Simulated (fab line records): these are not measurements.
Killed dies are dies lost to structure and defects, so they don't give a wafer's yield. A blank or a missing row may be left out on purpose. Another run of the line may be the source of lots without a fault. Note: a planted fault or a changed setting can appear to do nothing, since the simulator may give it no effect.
A lot that was struck, set against a sound lot :: flow gf180mcu :: 15 steps out of a route of 602
Sound: the wafers L563.1, L563.4, L563.5. Wafers L578.2, L578.4, L578.5 were the ones struck. The cause is named last.
Per side, at each step with rows, come the tool, then ch with its chambers, and then its first start. Under that, the readings that differ: sound wafers :: struck wafers :: difference of the means :: sigmas: that difference in standard deviations of wafers without a fault.
alike: same words and numbers on both sides, and readings whose means sit less than 2 such deviations apart. not compared: any withheld reading, any reading some wafer has no value for, any bound like >300 that may hide the same value, and any number with overlapping values for which the record gives no deviation.
Wherever a step has rows on one side only, a row that says differs or no value, or a row with sigmas, the two part there. When numbers do not overlap yet have no deviation, they are printed without sigmas and do not part them. Lack of a reading on every wafer of one side parts them only where that side has two or more wafers.

GF_V2_STRIP_18: strips in O2/N2.
  sound on plasma-asher-01 ch 0,1, day 21 09:16; struck on plasma-asher-04 ch 0,1, day 26 07:49
  alike: drypump-motor-current-A, heater-power-w, n2-flow-sccm, oes-product-au, platen-temp-c
  not compared: rf-hours-counter-h
then, 3 steps without rows for these wafers: GF_V2_STRIP_19 (strips in post etch residue remover, time 1200 s); GF_V2_CLEAN_20 (cleans in DIW); GF_V2_SPUTTER_21 (material Ti, target thk 15 nm, time 80.02 s).
GF_V2_SPUTTER_22: material TiN, target thk 10 nm, time 40 s.
  sound on pvd-sputter-04, day 21 10:12; struck on pvd-sputter-04, day 26 08:25
  alike: chamber-pressure-pa, throttle-valve-pct
then, 1 step without rows for these wafers: GF_V2_CVD_23 (deposits W, target thk 350 nm, time 104.94 s).
GF_V2_RS_MEAS_24: the measuring method here is four-point-probe.
  sound on film-metro-02, day 21 10:21; struck on film-metro-01, day 26 08:35
  alike: V2_W_RS
GF_V2_THK_MEAS_25: measures by xrf.
  sound on film-metro-02, day 21 10:28; struck on film-metro-01, day 26 08:41
  alike: V2_W_THK
GF_V2_CMP_26: polishes, stops on SiO2, t overpolish 15 s, target thk 0 nm.
  sound on cmp-02 ch 1,2, day 21 10:32; struck on cmp-01 ch 1,2,3, day 26 08:48
  alike: motor-current-A, overpolish-run-s, time-to-endpoint-s
GF_M3_SPUTTER_00: material Ti, target thk 37.5 nm, time 150 s.
  sound on pvd-sputter-02, day 21 10:50; struck on pvd-sputter-02, day 26 09:03
  alike: chamber-pressure-pa, throttle-valve-pct
then, 2 steps without rows for these wafers: GF_M3_SPUTTER_01 (material TiN, target thk 30 nm, time 25 s); GF_M3_SPUTTER_02 (material AlCu, target thk 450 nm, time 23.9 s).
GF_M3_SPUTTER_03: material Ti, target thk 10 nm, time 6.7 s.
  sound on pvd-sputter-02, day 21 10:59; struck on pvd-sputter-02, day 26 09:13
reading: chamber-pressure-pa (Pa)
sound: 0.3006 0.3004 0.3003
struck: 0.3115 0.3113 0.3122
difference: +0.0112
sigmas: +18
  alike: throttle-valve-pct
GF_M3_SPUTTER_04: material TiN, target thk 50 nm, time 43.56 s.
  sound on pvd-sputter-02, day 21 11:01; struck on pvd-sputter-02, day 26 09:14
  alike: chamber-pressure-pa, throttle-valve-pct
-- the record jumps here: 7 days lie between the struck wafers' starts before and after (it left off in module M3 and takes up again in module PASSIVATION, whose first step shown is number 602 of the route) --
GF_PASSIVATION_PROBE_99:
  record: rows for the struck wafers here (prober-02, day 33 18:02), none for the sound ones

## WHERE THEY PART
First at GF_M3_SPUTTER_03; last, within this record, at GF_PASSIVATION_PROBE_99.

WHY: what the simulator had put in
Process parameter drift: pvd-sputter-02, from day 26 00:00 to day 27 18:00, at GF_M3_SPUTTER_03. The setting chamber-pressure-pa was moved by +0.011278, starting from 0.3. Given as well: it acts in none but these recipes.
